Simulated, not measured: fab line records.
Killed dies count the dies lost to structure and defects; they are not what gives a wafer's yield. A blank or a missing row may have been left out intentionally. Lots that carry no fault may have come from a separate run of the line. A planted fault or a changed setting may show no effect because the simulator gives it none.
Code-filled problem report in 8D (eight disciplines) form / flow gf180mcu / the parts of the form that need people (team, actions taken, sign-off) are left out

== 1. THE PROBLEM ==
Across 6 wafers from 2 lots, CONTACT_CVD_02_THK at GF_CONTACT_THK_MEAS_03 averages 1104 nm, while fault-free wafers read 862 nm with a standard deviation of 10. Relative to the usual mean, that is a shift of +24 standard deviations.
First observed at day 18 07:46: wafer L546.2, on filmMetro-03. Wafers with a number at this step in the record: 39, from 13 lots. The rule behind "out" and "out of limits": a value lying over 4 standard deviations away from the usual mean. The other wafers with a number count as sound.

== 2. WHAT IT IS AND WHAT IT IS NOT ==
question=which readings at this step | is=CONTACT_CVD_02_THK | is not=-
question=which lots | is=L546, L548 | is not=L537, L540, L549, L553, L554, L555, L556, L557, L558, L559, L560
question=which wafers of those lots | is=all that have a number | is not=-
question=read on which gauges | is=filmMetro-03 | is not=filmMetro-01, filmMetro-04
question=when | is=from day 18 07:46 | is not=up to then (6 sound wafers); but 27 sound wafers of L549, L553, L554, L555, L556, L557, L558, L559, L560 came after

== 3. SUSPECTS, AND WHAT RULES EACH OUT ==
Counting: a tool at a process step up to the reading stays a suspect if it ran every lot that is out and no sound lot after the first of them.
- the gauge at GF_CONTACT_THK_MEAS_03: ruled out. All the wafers that are out were read on filmMetro-03, but those of them that GF_CONTACT_CMP_04 has rows for are out there too, on other tools.
- pecvd-02 at GF_CONTACT_CVD_02 (deposits SiO2 from TEOS, target thk 860 nm, time 95.992 s): ruled out as a lasting fault. The sound lots L555 went through it after L546, its earliest lot that is out (day 18 07:41).
Left after counting: nothing in the record.

== 4. THE CAUSE (what the simulator had put in) ==
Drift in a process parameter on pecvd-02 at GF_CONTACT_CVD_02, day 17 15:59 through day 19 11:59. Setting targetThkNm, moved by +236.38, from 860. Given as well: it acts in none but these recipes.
It was ruled out by counting, in error; the rule expects a fault to strike all lots run on its tool from its start on, and this fault did not.

== 5. THE CHAIN OF EFFECTS, in route order ==
Each row: a reading where the mean over the struck wafers with a number is more than 3 standard deviations away from the usual. Only readings for which the record gives a usual standard deviation are gone through. hours: the time from each lot's start at the first step in this table that gives one to its start at this step, as a median over the lots. sigmas: the change in usual standard deviations.
hours=0; step=GF_CONTACT_THK_MEAS_03; reading=CONTACT_CVD_02_THK; usual=862 nm; on struck wafers=1104; change=+242; sigmas=+24
hours=0; step=GF_CONTACT_CMP_04; reading=timeToEndpointS; usual=113 s; on struck wafers=201; change=+88; sigmas=+17
The process steps in it:
- GF_CONTACT_CMP_04: polishes SiO2.
Later steps that measure or inspect, where all struck wafers having a row at the step show a number for every such reading and not one has moved that far: GF_V1_THK_MEAS_25.

== 6. WHAT WOULD HAVE CAUGHT IT SOONER ==
16 hours passed between the start of the fault at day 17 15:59 and the first reading out of limits at a measuring or inspecting step in this record, taken at day 18 07:46.
Tool readings at GF_CONTACT_CVD_02 with a usual standard deviation given in the record: none out on any struck wafer, hence no alarm at a limit of 4 standard deviations on them.
